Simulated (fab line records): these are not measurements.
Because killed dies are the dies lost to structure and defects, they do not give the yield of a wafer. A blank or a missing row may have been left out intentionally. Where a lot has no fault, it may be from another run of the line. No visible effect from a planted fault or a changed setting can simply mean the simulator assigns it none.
Which of the tools did it? :: flow sfqLine :: 15 lots, 45 wafers sampled, at 4 steps of a route of 325

WHAT THE GAUGES READ, wafer by wafer
SFQ_M6_OVL_MEAS_940. Usual: for M6_OVL the level is -1 nm and the standard deviation is 5.3.
lot: L367
measured: day 70 23:00
on: overlay-02
M6_OVL (nm): -3 -1 4
flag: 

lot: L368
measured: day 71 00:12
on: overlay-02
M6_OVL (nm): -1 -6 -7
flag: 

lot: L369
measured: day 71 23:34
on: overlay-01
M6_OVL (nm): -3 -1 -4
flag: 

lot: L374
measured: day 73 12:46
on: overlay-01
M6_OVL (nm): 8 11 4
flag: 

lot: L375
measured: day 73 13:58
on: overlay-01
M6_OVL (nm): - - -
flag: OFF

lot: L376
measured: day 73 16:54
on: overlay-02
M6_OVL (nm): - - -
flag: OFF

lot: L377
measured: day 76 07:49
on: overlay-01
M6_OVL (nm): - - -
flag: OFF

lot: L379
measured: day 78 00:26
on: overlay-02
M6_OVL (nm): 2 -9 2
flag: 

lot: L382
measured: day 81 23:41
on: overlay-01
M6_OVL (nm): 2 5 0
flag: 

lot: L383
measured: day 82 06:52
on: overlay-01
M6_OVL (nm): -7 4 2
flag: 

lot: L384
measured: day 83 16:01
on: overlay-02
M6_OVL (nm): -11 -6 -6
flag: 

lot: L385
measured: day 84 12:25
on: overlay-02
M6_OVL (nm): -8 -1 1
flag: 

lot: L387
measured: day 85 07:28
on: overlay-01
M6_OVL (nm): 5 2 7
flag: 

lot: L388
measured: day 85 18:31
on: overlay-01
M6_OVL (nm): -6 -11 -10
flag: 

lot: L389
measured: day 86 00:38
on: overlay-02
M6_OVL (nm): -7 -5 4
flag: 

SFQ_M8_THK_MEAS_950: measures by xrf. Usual: for M8_AU_THK the level is 179.0 nm and the standard deviation is 2.6.
lot: L367
measured: day 76 15:38
on: filmMetro-04
M8_AU_THK (nm): 177.4 177.7 178.9
flag: 

lot: L368
measured: day 76 21:38
on: filmMetro-04
M8_AU_THK (nm): 180.0 180.1 180.5
flag: 

lot: L369
measured: day 77 20:34
on: filmMetro-03
M8_AU_THK (nm): 179.6 176.0 176.1
flag: 

lot: L374
measured: day 80 22:54
on: filmMetro-04
M8_AU_THK (nm): 180.4 179.2 178.1
flag: 

lot: L375
measured: day 80 21:43
on: filmMetro-03
M8_AU_THK (nm): 177.2 177.1 180.3
flag: 

lot: L376
measured: day 81 00:07
on: filmMetro-01
M8_AU_THK (nm): 183.7 181.9 183.4
flag: 

lot: L377
measured: day 83 04:56
on: filmMetro-01
M8_AU_THK (nm): 179.4 181.9 184.4
flag: 

lot: L379
measured: day 83 07:20
on: filmMetro-04
M8_AU_THK (nm): 172.9 177.1 176.1
flag: 

lot: L382
measured: day 83 10:56
on: filmMetro-01
M8_AU_THK (nm): 179.5 182.4 181.2
flag: 

lot: L383
measured: day 83 12:07
on: filmMetro-04
M8_AU_THK (nm): 176.8 177.4 177.8
flag: 

lot: L384
measured: day 88 06:35
on: filmMetro-04
M8_AU_THK (nm): 177.2 179.7 179.1
flag: 

lot: L385
measured: day 88 14:15
on: filmMetro-04
M8_AU_THK (nm): 179.7 174.3 174.8
flag: 

lot: L387
measured: day 89 14:35
on: filmMetro-01
M8_AU_THK (nm): 181.0 176.8 181.1
flag: 

lot: L388
measured: day 89 21:44
on: filmMetro-03
M8_AU_THK (nm): 175.9 178.5 177.8
flag: 

lot: L389
measured: day 90 02:41
on: filmMetro-03
M8_AU_THK (nm): 177.0 176.9 179.2
flag: 

TOOL THAT RAN EACH LOT (tool first, then ch and the chambers of the sampled wafers, then the start)
lot: L367
SFQ_TRILAYER_L0_VIA_BARC_OPEN_VIA_ETCH_021: rieDiel-02 ch 1,2,3, day 7 23:22
SFQ_TRILAYER_M1_LITHO_EXPOSE_040: krfScanner-02 ch 0, day 22 07:16

lot: L368
SFQ_TRILAYER_L0_VIA_BARC_OPEN_VIA_ETCH_021: rieDiel-03 ch 2,3, day 8 11:05
SFQ_TRILAYER_M1_LITHO_EXPOSE_040: krfScanner-02 ch 0, day 23 20:43

lot: L369
SFQ_TRILAYER_L0_VIA_BARC_OPEN_VIA_ETCH_021: rieDiel-03 ch 0,2,3, day 8 21:53
SFQ_TRILAYER_M1_LITHO_EXPOSE_040: krfScanner-02 ch 0, day 24 11:07

lot: L374
SFQ_TRILAYER_L0_VIA_BARC_OPEN_VIA_ETCH_021: rieDiel-04 ch 0,3, day 10 06:19
SFQ_TRILAYER_M1_LITHO_EXPOSE_040: krfScanner-02 ch 0, day 26 13:31

lot: L375
SFQ_TRILAYER_L0_VIA_BARC_OPEN_VIA_ETCH_021: rieDiel-04 ch 0,1, day 10 11:07
SFQ_TRILAYER_M1_LITHO_EXPOSE_040: krfScanner-01, day 26 23:52

lot: L376
SFQ_TRILAYER_L0_VIA_BARC_OPEN_VIA_ETCH_021: rieDiel-04 ch 1,3, day 10 18:19
SFQ_TRILAYER_M1_LITHO_EXPOSE_040: krfScanner-01, day 27 08:16

lot: L377
SFQ_TRILAYER_L0_VIA_BARC_OPEN_VIA_ETCH_021: rieDiel-03 ch 2,3, day 10 20:43
SFQ_TRILAYER_M1_LITHO_EXPOSE_040: krfScanner-01, day 27 10:40

lot: L379
SFQ_TRILAYER_L0_VIA_BARC_OPEN_VIA_ETCH_021: rieDiel-02 ch 0,1,3, day 11 05:07
SFQ_TRILAYER_M1_LITHO_EXPOSE_040: krfScanner-02 ch 0, day 28 07:11

lot: L382
SFQ_TRILAYER_L0_VIA_BARC_OPEN_VIA_ETCH_021: rieDiel-03 ch 1,2,3, day 11 21:55
SFQ_TRILAYER_M1_LITHO_EXPOSE_040: krfScanner-02 ch 0, day 29 01:11

lot: L383
SFQ_TRILAYER_L0_VIA_BARC_OPEN_VIA_ETCH_021: rieDiel-02 ch 1,2,3, day 12 08:42
SFQ_TRILAYER_M1_LITHO_EXPOSE_040: krfScanner-02 ch 0, day 29 05:47

lot: L384
SFQ_TRILAYER_L0_VIA_BARC_OPEN_VIA_ETCH_021: rieDiel-04 ch 1,2, day 12 12:18
SFQ_TRILAYER_M1_LITHO_EXPOSE_040: krfScanner-01 ch 0, day 29 21:45

lot: L385
SFQ_TRILAYER_L0_VIA_BARC_OPEN_VIA_ETCH_021: rieDiel-02 ch 1,3, day 12 20:50
SFQ_TRILAYER_M1_LITHO_EXPOSE_040: krfScanner-01 ch 0, day 30 17:28

lot: L387
SFQ_TRILAYER_L0_VIA_BARC_OPEN_VIA_ETCH_021: rieDiel-03 ch 0,2,3, day 13 00:26
SFQ_TRILAYER_M1_LITHO_EXPOSE_040: krfScanner-01 ch 0, day 31 01:52

lot: L388
SFQ_TRILAYER_L0_VIA_BARC_OPEN_VIA_ETCH_021: rieDiel-02 ch 0,1,3, day 13 02:50
SFQ_TRILAYER_M1_LITHO_EXPOSE_040: krfScanner-01 ch 0, day 31 05:40

lot: L389
SFQ_TRILAYER_L0_VIA_BARC_OPEN_VIA_ETCH_021: rieDiel-03 ch 0,1, day 13 04:02
SFQ_TRILAYER_M1_LITHO_EXPOSE_040: krfScanner-01 ch 0, day 31 09:04
- SFQ_TRILAYER_L0_VIA_BARC_OPEN_VIA_ETCH_021: etches BARC in O2, target depth 125 nm, time 41.7 s.
- SFQ_TRILAYER_M1_LITHO_EXPOSE_040: exposes mask M1, target cd 500 nm.

WHAT THE TOOLS THEMSELVES READ (means of the sampled wafers that have a number; where no wafer has one, the mark that the record gives instead)
SFQ_TRILAYER_L0_VIA_BARC_OPEN_VIA_ETCH_021. Usual: biasW 80.03 W, standard deviation 0.23; drypumpMotorCurrentA 6.0 A, standard deviation 0.52; oesProductAu 0.685 a.u., standard deviation 0.005.
lot: L367
tool: rieDiel-02
biasW (W): 80.07
drypumpMotorCurrentA (A): 5.9
oesProductAu (a.u.): 0.688
flag: 

lot: L368
tool: rieDiel-03
biasW (W): 80.37
drypumpMotorCurrentA (A): 6.3
oesProductAu (a.u.): 0.686
flag: 

lot: L369
tool: rieDiel-03
biasW (W): 79.78
drypumpMotorCurrentA (A): 6.1
oesProductAu (a.u.): 0.687
flag: 

lot: L374
tool: rieDiel-04
biasW (W): 79.98
drypumpMotorCurrentA (A): 5.3
oesProductAu (a.u.): 0.685
flag: 

lot: L375
tool: rieDiel-04
biasW (W): 80.30
drypumpMotorCurrentA (A): 5.6
oesProductAu (a.u.): 0.681
flag: 

lot: L376
tool: rieDiel-04
biasW (W): 79.98
drypumpMotorCurrentA (A): 6.2
oesProductAu (a.u.): 0.680
flag: 

lot: L377
tool: rieDiel-03
biasW (W): 79.96
drypumpMotorCurrentA (A): 6.3
oesProductAu (a.u.): 0.694
flag: 

lot: L379
tool: rieDiel-02
biasW (W): 80.11
drypumpMotorCurrentA (A): 5.8
oesProductAu (a.u.): 0.686
flag: 

lot: L382
tool: rieDiel-03
biasW (W): 79.99
drypumpMotorCurrentA (A): 6.2
oesProductAu (a.u.): 0.686
flag: 

lot: L383
tool: rieDiel-02
biasW (W): 80.22
drypumpMotorCurrentA (A): 5.9
oesProductAu (a.u.): 0.684
flag: 

lot: L384
tool: rieDiel-04
biasW (W): 79.76
drypumpMotorCurrentA (A): 6.0
oesProductAu (a.u.): 0.689
flag: 

lot: L385
tool: rieDiel-02
biasW (W): 79.96
drypumpMotorCurrentA (A): 5.9
oesProductAu (a.u.): 0.687
flag: 

lot: L387
tool: rieDiel-03
biasW (W): 79.66
drypumpMotorCurrentA (A): 6.1
oesProductAu (a.u.): 0.692
flag: 

lot: L388
tool: rieDiel-02
biasW (W): 80.10
drypumpMotorCurrentA (A): 5.8
oesProductAu (a.u.): 0.683
flag: 

lot: L389
tool: rieDiel-03
biasW (W): 80.09
drypumpMotorCurrentA (A): 6.0
oesProductAu (a.u.): 0.687
flag: 

SFQ_TRILAYER_M1_LITHO_EXPOSE_040. Usual: exposureDoseMJCm2 14.403, standard deviation 0.015; focusOffsetNm 0.0 nm, standard deviation 0.51.
lot: L367
tool: krfScanner-02
exposureDoseMJCm2: 14.383
focusOffsetNm (nm): -0.3
flag: 

lot: L368
tool: krfScanner-02
exposureDoseMJCm2: 14.403
focusOffsetNm (nm): 0.3
flag: 

lot: L369
tool: krfScanner-02
exposureDoseMJCm2: 14.398
focusOffsetNm (nm): 0.2
flag: 

lot: L374
tool: krfScanner-02
exposureDoseMJCm2: 14.391
focusOffsetNm (nm): -0.2
flag: 

lot: L375
tool: krfScanner-01
exposureDoseMJCm2: -
focusOffsetNm (nm): -
flag: OFF

lot: L376
tool: krfScanner-01
exposureDoseMJCm2: -
focusOffsetNm (nm): -
flag: OFF

lot: L377
tool: krfScanner-01
exposureDoseMJCm2: -
focusOffsetNm (nm): -
flag: OFF

lot: L379
tool: krfScanner-02
exposureDoseMJCm2: 14.401
focusOffsetNm (nm): 0.8
flag: 

lot: L382
tool: krfScanner-02
exposureDoseMJCm2: 14.383
focusOffsetNm (nm): 0.0
flag: 

lot: L383
tool: krfScanner-02
exposureDoseMJCm2: 14.421
focusOffsetNm (nm): -0.1
flag: 

lot: L384
tool: krfScanner-01
exposureDoseMJCm2: 14.422
focusOffsetNm (nm): -0.2
flag: 

lot: L385
tool: krfScanner-01
exposureDoseMJCm2: 14.404
focusOffsetNm (nm): -0.1
flag: 

lot: L387
tool: krfScanner-01
exposureDoseMJCm2: 14.398
focusOffsetNm (nm): -0.3
flag: 

lot: L388
tool: krfScanner-01
exposureDoseMJCm2: 14.404
focusOffsetNm (nm): 0.1
flag: 

lot: L389
tool: krfScanner-01
exposureDoseMJCm2: 14.394
focusOffsetNm (nm): 0.8
flag: 

THE ANSWER, worked out from the rows above alone
Rule: lot off if the mean of its wafers having a number is beyond 3 standard deviations from the usual mean. A lot without any number at a reading at which 4 lots or more have one is off too. Where the step has rows for the other lots, those lots are counted as sound. First the gauges in route order, then the tools' own readings, where a lot's mean is used as printed above. At the first step where some lot is off, the reading lying furthest off is the one used; lots without a number count as furthest.
Off: L375, L376, L377, at SFQ_M6_OVL_MEAS_940 (M6_OVL). Without a number there: L375, L376, L377.
A tool fits if, at a process step before that reading, it ran every lot that is off, and no sound lot after the first of them. Not tried: the gauges at SFQ_M6_OVL_MEAS_940; whatever is off there is also off at SFQ_TRILAYER_M1_LITHO_EXPOSE_040, on other tools, and gauge error can't account for it. Not one of the candidates tried fits.

WHAT THE SIMULATOR HAD PUT IN
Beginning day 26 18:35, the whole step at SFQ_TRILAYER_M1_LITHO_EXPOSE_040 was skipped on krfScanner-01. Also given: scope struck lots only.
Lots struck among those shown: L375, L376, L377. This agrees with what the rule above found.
